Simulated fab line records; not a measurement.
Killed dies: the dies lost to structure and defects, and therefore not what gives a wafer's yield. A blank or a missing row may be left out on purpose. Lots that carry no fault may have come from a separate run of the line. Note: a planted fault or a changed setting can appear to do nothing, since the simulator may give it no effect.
Chamber matching -- flow sfq line -- 4 sister chambers for SFQ_TRILAYER_I0_VIA_BARC_OPEN_VIA_ETCH_046 on rie diel-04
The step etches BARC in O2, target depth 125 nm, time 41.7 s. 8 wafers are shown with their chamber, then 8 later ones without.

## WAFERS WITH THEIR CHAMBER
wafer,chamber,drypump motor current A (A),oes product au (a.u.)
L949.1,2,4.9,0.680
L950.3,0,5.0,0.687
L950.6,0,5.0,0.692
L951.2,3,5.4,0.681
L951.5,1,5.9,0.689
L951.6,2,4.9,0.684
L952.2,3,5.5,0.682
L952.3,1,5.9,0.686

## WAFERS WITH NO CHAMBER GIVEN
wafer,drypump motor current A (A),oes product au (a.u.)
L952.6,5.0,0.690
L953.1,4.9,0.681
L953.2,5.0,0.685
L953.3,5.4,0.685
L961.4,5.0,0.690
L961.6,5.4,0.684
L963.3,5.5,0.685
L963.6,5.9,0.689

## EACH ONE'S CHAMBER
wafer,from the rows above,in truth
L952.6,0,0
L953.1,2,2
L953.2,can't be placed: 0 or 2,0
L953.3,3,3
L961.4,0,0
L961.6,3,3
L963.3,3,3
L963.6,1,1
Placed correctly: 7 of 8. These rows do not allow placing 1 (true chamber among the candidates in 1). Placed wrongly: 0.
How it was worked out, from the rows above alone: a wafer's distance from a chamber is the root of the sum, over the readings, of the square of ((its reading less the chamber's mean) divided by the reading's scatter). If the next closest chamber is less than 2 further off than the closest, the wafer can't be placed; otherwise it belongs to the closest. For every chamber, the mean is computed from those of its wafers that are shown. How the scatter is found: for the shown wafers, subtract from each reading the mean of its chamber, square and add these, divide the total by (wafers less chambers), then take the root.
